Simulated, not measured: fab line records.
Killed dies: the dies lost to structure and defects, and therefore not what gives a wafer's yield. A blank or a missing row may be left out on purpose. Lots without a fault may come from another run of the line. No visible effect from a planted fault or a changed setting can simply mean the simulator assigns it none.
Matching of chambers | flow sfq-line | 4 sister chambers for SFQ_TRILAYER_I2_CMP_CMP_064 on cmp-02
The step polishes SiO2. 8 wafers are shown with their chamber, then 7 later ones without.

WAFERS, EACH WITH ITS CHAMBER
wafer  | chamber | motor-current-A (A) | time-to-endpoint-s (s)
L661.6 | 3       | 10.0                | 218
L662.2 | 2       | 9.2                 | 208
L662.5 | 0       | 13.0                | 217
L662.6 | 1       | 9.6                 | 214
L664.1 | 2       | 9.8                 | 217
L664.3 | 0       | 13.2                | 212
L664.4 | 3       | 9.8                 | 221
L666.1 | 1       | 9.1                 | 228

WAFERS MISSING THEIR CHAMBER
wafer  | motor-current-A (A) | time-to-endpoint-s (s)
L666.2 | 9.8                 | 220
L666.5 | 13.4                | 222
L667.4 | 9.7                 | 219
L667.5 | 9.2                 | 211
L668.2 | 12.0                | 207
L668.4 | 9.6                 | 217
L670.5 | 10.5                | 224

WHICH CHAMBER EACH ONE RAN IN
wafer  | from the rows above          | in truth
L666.2 | can't be placed: 3 or 1 or 2 | 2
L666.5 | 0                            | 0
L667.4 | can't be placed: 3 or 1 or 2 | 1
L667.5 | can't be placed: 2 or 1 or 3 | 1
L668.2 | 0                            | 0
L668.4 | can't be placed: 2 or 1 or 3 | 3
L670.5 | can't be placed: 3 or 2 or 1 | 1
Correctly placed: 2 of 7. Unplaceable from these rows: 5, with the true chamber sitting among the candidates in 5. Placed wrongly: 0.
How it was worked out, from the rows above alone: a wafer's distance from a chamber is the root of the sum, over the readings, of the square of ((its reading less the chamber's mean) divided by the reading's scatter). The wafer belongs to the nearest chamber; if the next one is less than 2 further off, it can't be placed. The mean given for a chamber averages the wafers shown for that chamber. The scatter: take each reading less its chamber's mean, square it, sum over the shown wafers, divide by the number of wafers less the number of chambers, and take the root.
